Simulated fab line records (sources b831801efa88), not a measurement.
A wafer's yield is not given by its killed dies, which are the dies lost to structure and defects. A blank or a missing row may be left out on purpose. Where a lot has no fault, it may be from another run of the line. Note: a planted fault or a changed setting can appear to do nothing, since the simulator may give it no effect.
Which tool was responsible? / flow sky130 / 33 wafers from 11 lots sampled at 3 of the route's 708 steps

## WHAT THE GAUGES READ, wafer by wafer
SKY_VIA2_THK_MEAS_23: measures by xrf. Usual: VIA2_W_THK gives 414 nm (standard deviation 8).
lot=L764; measured=day 36 11:38; on=film-metro-03; VIA2_W_THK (nm)=405 417 405; flag=
lot=L765; measured=day 38 03:35; on=film-metro-04; VIA2_W_THK (nm)=415 415 420; flag=
lot=L769; measured=day 38 08:13; on=film-metro-04; VIA2_W_THK (nm)=419 410 411; flag=
lot=L772; measured=day 38 23:29; on=film-metro-01; VIA2_W_THK (nm)=405 407 409; flag=
lot=L773; measured=day 39 11:43; on=film-metro-01; VIA2_W_THK (nm)=404 408 407; flag=
lot=L774; measured=day 40 00:38; on=film-metro-04; VIA2_W_THK (nm)=419 417 432; flag=
lot=L777; measured=day 40 15:21; on=film-metro-01; VIA2_W_THK (nm)=405 414 406; flag=
lot=L779; measured=day 41 07:19; on=film-metro-01; VIA2_W_THK (nm)=404 413 403; flag=
lot=L781; measured=day 42 01:35; on=film-metro-01; VIA2_W_THK (nm)=417 422 410; flag=
lot=L783; measured=day 42 13:29; on=film-metro-03; VIA2_W_THK (nm)=410 410 423; flag=
lot=L785; measured=day 42 16:55; on=film-metro-01; VIA2_W_THK (nm)=409 417 409; flag=

## TOOL THAT RAN EACH LOT (tool first, then ch and the chambers of the sampled wafers, then the start)
lot=L764; SKY_METAL2_DESCUM_17=rie-metal-04 ch 0,1, day 35 06:55; SKY_METAL2_ETCH_18=rie-metal-04 ch 0,1, day 35 06:57
lot=L765; SKY_METAL2_DESCUM_17=rie-metal-02 ch 0, day 36 22:55; SKY_METAL2_ETCH_18=rie-metal-02 ch 0, day 36 22:57
lot=L769; SKY_METAL2_DESCUM_17=rie-metal-04 ch 0,1, day 37 03:35; SKY_METAL2_ETCH_18=rie-metal-04 ch 0,1, day 37 03:38
lot=L772; SKY_METAL2_DESCUM_17=rie-metal-02 ch 0,1, day 37 19:23; SKY_METAL2_ETCH_18=rie-metal-02 ch 0,1, day 37 19:26
lot=L773; SKY_METAL2_DESCUM_17=rie-metal-02 ch 0,1, day 38 08:16; SKY_METAL2_ETCH_18=rie-metal-02 ch 0,1, day 38 08:17
lot=L774; SKY_METAL2_DESCUM_17=rie-metal-02 ch 0,1, day 38 21:13; SKY_METAL2_ETCH_18=rie-metal-02 ch 0,1, day 38 21:14
lot=L777; SKY_METAL2_DESCUM_17=rie-metal-04 ch 1, day 39 13:03; SKY_METAL2_ETCH_18=rie-metal-04 ch 1, day 39 13:08
lot=L779; SKY_METAL2_DESCUM_17=rie-metal-01 ch 0,1, day 40 02:36; SKY_METAL2_ETCH_18=rie-metal-01 ch 0,1, day 40 02:38
lot=L781; SKY_METAL2_DESCUM_17=rie-metal-02 ch 0,1, day 40 23:43; SKY_METAL2_ETCH_18=rie-metal-02 ch 0,1, day 40 23:44
lot=L783; SKY_METAL2_DESCUM_17=rie-metal-01 ch 0,1, day 41 11:37; SKY_METAL2_ETCH_18=rie-metal-01 ch 0,1, day 41 11:39
lot=L785; SKY_METAL2_DESCUM_17=rie-metal-01 ch 0,1, day 41 15:36; SKY_METAL2_ETCH_18=rie-metal-01 ch 0,1, day 41 15:38
- SKY_METAL2_DESCUM_17: chemistry O2, time 8 s.
- SKY_METAL2_ETCH_18: etches BARC in N2/H2, stops on SiO2, time 45.9 s, target depth 60 nm.

## AS READ BY THE TOOLS THEMSELVES (means over the sampled wafers that have a number; for cases with no such wafer, the mark the record gives instead)
SKY_METAL2_DESCUM_17. Usual: drypump-motor-current-A 5.7 A, standard deviation 0.5; oes-product-au 0.999 a.u., standard deviation 0.0089.
lot=L764; tool=rie-metal-04; drypump-motor-current-A (A)=5.2; oes-product-au (a.u.)=0.997; flag=
lot=L765; tool=rie-metal-02; drypump-motor-current-A (A)=5.8; oes-product-au (a.u.)=1.018; flag=
lot=L769; tool=rie-metal-04; drypump-motor-current-A (A)=5.0; oes-product-au (a.u.)=1.007; flag=
lot=L772; tool=rie-metal-02; drypump-motor-current-A (A)=6.0; oes-product-au (a.u.)=1.001; flag=
lot=L773; tool=rie-metal-02; drypump-motor-current-A (A)=5.9; oes-product-au (a.u.)=1.006; flag=
lot=L774; tool=rie-metal-02; drypump-motor-current-A (A)=6.1; oes-product-au (a.u.)=1.004; flag=
lot=L777; tool=rie-metal-04; drypump-motor-current-A (A)=5.4; oes-product-au (a.u.)=0.989; flag=
lot=L779; tool=rie-metal-01; drypump-motor-current-A (A)=6.3; oes-product-au (a.u.)=0.994; flag=
lot=L781; tool=rie-metal-02; drypump-motor-current-A (A)=6.0; oes-product-au (a.u.)=1.003; flag=
lot=L783; tool=rie-metal-01; drypump-motor-current-A (A)=6.3; oes-product-au (a.u.)=0.985; flag=
lot=L785; tool=rie-metal-01; drypump-motor-current-A (A)=6.3; oes-product-au (a.u.)=0.982; flag=

SKY_METAL2_ETCH_18. Usual: drypump-motor-current-A 5.8 A, standard deviation 0.5; h2-flow-sccm 200.0 sccm, standard deviation 0.6; oes-product-au 0.855 a.u., standard deviation 0.0047; throttle-valve-pct 13.225 %, standard deviation 0.0094.
lot=L764; tool=rie-metal-04; drypump-motor-current-A (A)=5.2; h2-flow-sccm (sccm)=200.2; oes-product-au (a.u.)=0.863; throttle-valve-pct (%)=13.224; flag=
lot=L765; tool=rie-metal-02; drypump-motor-current-A (A)=5.8; h2-flow-sccm (sccm)=199.8; oes-product-au (a.u.)=0.850; throttle-valve-pct (%)=13.233; flag=
lot=L769; tool=rie-metal-04; drypump-motor-current-A (A)=5.0; h2-flow-sccm (sccm)=200.8; oes-product-au (a.u.)=0.852; throttle-valve-pct (%)=13.221; flag=
lot=L772; tool=rie-metal-02; drypump-motor-current-A (A)=6.1; h2-flow-sccm (sccm)=199.9; oes-product-au (a.u.)=0.859; throttle-valve-pct (%)=13.226; flag=
lot=L773; tool=rie-metal-02; drypump-motor-current-A (A)=5.9; h2-flow-sccm (sccm)=200.3; oes-product-au (a.u.)=0.855; throttle-valve-pct (%)=13.235; flag=
lot=L774; tool=rie-metal-02; drypump-motor-current-A (A)=6.1; h2-flow-sccm (sccm)=199.8; oes-product-au (a.u.)=0.855; throttle-valve-pct (%)=13.226; flag=
lot=L777; tool=rie-metal-04; drypump-motor-current-A (A)=5.3; h2-flow-sccm (sccm)=199.3; oes-product-au (a.u.)=0.856; throttle-valve-pct (%)=13.225; flag=
lot=L779; tool=rie-metal-01; drypump-motor-current-A (A)=6.3; h2-flow-sccm (sccm)=200.1; oes-product-au (a.u.)=0.854; throttle-valve-pct (%)=13.228; flag=
lot=L781; tool=rie-metal-02; drypump-motor-current-A (A)=6.0; h2-flow-sccm (sccm)=200.6; oes-product-au (a.u.)=0.857; throttle-valve-pct (%)=13.229; flag=
lot=L783; tool=rie-metal-01; drypump-motor-current-A (A)=6.3; h2-flow-sccm (sccm)=200.4; oes-product-au (a.u.)=0.853; throttle-valve-pct (%)=13.216; flag=
lot=L785; tool=rie-metal-01; drypump-motor-current-A (A)=6.3; h2-flow-sccm (sccm)=200.6; oes-product-au (a.u.)=0.852; throttle-valve-pct (%)=13.222; flag=

## THE ANSWER, worked out from the rows above alone
Rule: take the mean of a lot's wafers that have a number; if it is more than 3 standard deviations from the usual mean, the lot is off. A lot without any number at a reading at which 4 lots or more have one is off too. Where the step has rows for the other lots, those lots are counted as sound. The gauges are gone through in route order, then the tools' own readings, and for those a lot's mean is taken as printed above. At the first step where some lot is off, the reading lying furthest off is the one used; lots without a number count as furthest.
No lot is off on any of the readings shown, so nothing can be concluded from this.

## WHAT THE SIMULATOR PUT IN
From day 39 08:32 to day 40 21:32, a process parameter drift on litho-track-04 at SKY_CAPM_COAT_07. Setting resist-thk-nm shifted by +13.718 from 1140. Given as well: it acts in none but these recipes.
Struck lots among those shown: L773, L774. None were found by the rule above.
